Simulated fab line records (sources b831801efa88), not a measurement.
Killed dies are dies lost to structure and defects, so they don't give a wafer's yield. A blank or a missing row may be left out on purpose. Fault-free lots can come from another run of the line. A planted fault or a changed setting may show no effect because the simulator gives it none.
The same fault as seen by 2 desks ; flow sky130 ; every desk sees just its own numbers, and what lay behind them comes last

THE METROLOGY DESK
Means of the sampled wafers that have a number, per lot and without regard to the tool the lot ran on: this is what the gauges read. If a lot's mean is further than 4 standard deviations from the usual mean, the lot is out of limits and carries the mark OUT (the distance appears in the brackets).
Columns: A = VT_ADJUST_LVTN_2_TW at SKY_VT_ADJUST_LVTN_TW_MEAS_21, usual 188.9; B = cd_nm at SKY_VT_ADJUST_HVTR_CD_MEAS_07, usual 379.7 nm
lot;first seen here;A;B
L210;day 7 17:01;190.3;377.7
L213;day 8 19:09;188.9;379.2
L215;day 9 06:11;188.2;377.9
L216;day 9 11:36;188.4;379.4
L217;day 9 18:25;188.0;380.3
L218;day 10 00:05;188.6;378.6
L221;day 10 23:05;189.8;377.7
L223;day 11 09:37;188.4;380.4
L224;day 11 14:45;189.3;380.9
L225;day 11 20:59;189.2;382.7
L226;day 12 04:37;188.6;386.2
L227;day 12 08:37;188.7;385.6
L232;day 13 14:29;188.0;381.6
This desk found nothing out of limits on any of the 13 lots.

AT THE TOOL OWNER'S DESK: litho_track-03
The tool's own readings at SKY_VT_ADJUST_HVTR_DEVELOP_06 (develop time 60 s): means of the sampled wafers that have a number, for each lot that ran on this tool. If a lot's mean is further than 4 standard deviations from the usual mean, the lot is out of limits and carries the mark OUT (the distance appears in the brackets).
Columns: A = developer_temp_C at SKY_VT_ADJUST_HVTR_DEVELOP_06, usual 23.00 C
lot;first seen here;A
L215;day 11 01:58;22.91
L218;day 11 20:52;23.06
L223;day 13 07:07;22.91
L224;day 13 11:41;22.86
L225;day 13 19:19;22.87
L226;day 14 04:46;22.97
L227;day 14 09:25;22.95
This desk found nothing out of limits on any of the 7 lots.

ALL TOGETHER
At the metrology desk, nothing out of limits was observed.
Nothing out of limits was seen by the tool owner's desk.

WHAT HAD BEEN PUT IN BY THE SIMULATOR
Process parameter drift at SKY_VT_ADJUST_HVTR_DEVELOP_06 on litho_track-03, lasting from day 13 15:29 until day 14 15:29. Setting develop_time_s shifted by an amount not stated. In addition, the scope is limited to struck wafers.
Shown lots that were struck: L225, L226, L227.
